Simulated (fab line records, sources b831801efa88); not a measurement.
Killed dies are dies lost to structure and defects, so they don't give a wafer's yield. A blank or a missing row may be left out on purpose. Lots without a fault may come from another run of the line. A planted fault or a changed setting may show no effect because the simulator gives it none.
Chamber matching | flow gf180mcu | GF_V4_CMP_04 on cmp-02: 4 sister chambers
The step polishes SiO2. 24 wafers are shown with their chamber, then 12 later ones without.

WAFERS WITH THEIR CHAMBER
wafer  | chamber | motor_current_A (A) | time_to_endpoint_s (s)
L075.2 | 1       | 14.6                | 65
L075.3 | 2       | 12.3                | 71
L075.4 | 0       | 13.0                | 81
L075.1 | 3       | 11.1                | 71
L075.5 | 3       | 11.5                | 71
L075.6 | 2       | 11.5                | 80
L076.1 | 1       | 14.5                | 65
L076.4 | 0       | 12.6                | 81
L076.6 | 1       | 14.9                | 67
L077.2 | 0       | 12.3                | 75
L077.5 | 0       | 12.5                | 79
L077.6 | 3       | 11.5                | 74
L079.1 | 0       | 12.6                | 72
L079.4 | 1       | 14.6                | 66
L079.6 | 1       | 15.4                | 72
L080.2 | 2       | 12.1                | 80
L080.3 | 3       | 11.5                | 73
L080.4 | 1       | 14.1                | 73
L082.1 | 1       | 15.9                | 71
L082.3 | 0       | 12.7                | 71
L082.5 | 1       | 14.6                | 73
L085.1 | 0       | 12.1                | 79
L085.3 | 3       | 11.3                | 72
L085.4 | 2       | 12.0                | 80

SIGNATURES (means of the wafers above)
reading            | chamber 0 | chamber 1 | chamber 2 | chamber 3 | scatter within a chamber
motor_current_A    | 12.543    | 14.825    | 11.975    | 11.380    | 0.403
time_to_endpoint_s | 76.86     | 69.00     | 77.75     | 72.20     | 3.62
Rule: a wafer's distance from a chamber is the root of the sum, over the readings, of the square of ((its reading less the chamber's mean) divided by the reading's scatter). The wafer belongs to the nearest chamber; if the next one is less than 2 further off, it can't be placed. The scatter: the root of (the sum of the squares of (reading less its chamber's mean) over the shown wafers, divided by (wafers less chambers)).

WAFERS WITHOUT THEIR CHAMBER
wafer  | motor_current_A (A) | time_to_endpoint_s (s)
L088.2 | 11.4                | 68
L088.5 | 14.0                | 70
L088.6 | 11.9                | 78
L087.1 | 14.3                | 69
L087.4 | 12.3                | 84
L087.6 | 10.6                | 73
L092.1 | 14.7                | 71
L092.3 | 12.1                | 82
L092.6 | 11.7                | 88
L094.1 | 14.6                | 72
L094.2 | 12.3                | 79
L094.6 | 11.8                | 94

WHICH CHAMBER EACH WENT THROUGH
wafer  | from the rows above          | in truth
L088.2 | can't be placed: 3 or 2      | 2
L088.5 | 1                            | 1
L088.6 | can't be placed: 2 or 0 or 3 | 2
L087.1 | 1                            | 1
L087.4 | can't be placed: 2 or 0      | 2
L087.6 | can't be placed: 3 or 2      | 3
L092.1 | 1                            | 1
L092.3 | can't be placed: 2 or 0      | 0
L092.6 | can't be placed: 2 or 0 or 3 | 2
L094.1 | 1                            | 1
L094.2 | can't be placed: 0 or 2      | 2
L094.6 | can't be placed: 2 or 0 or 3 | 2
Placed correctly: 4 of 12. Can't be placed from these rows: 8 (the true chamber is among the candidates in 8). Placed wrongly: 0.
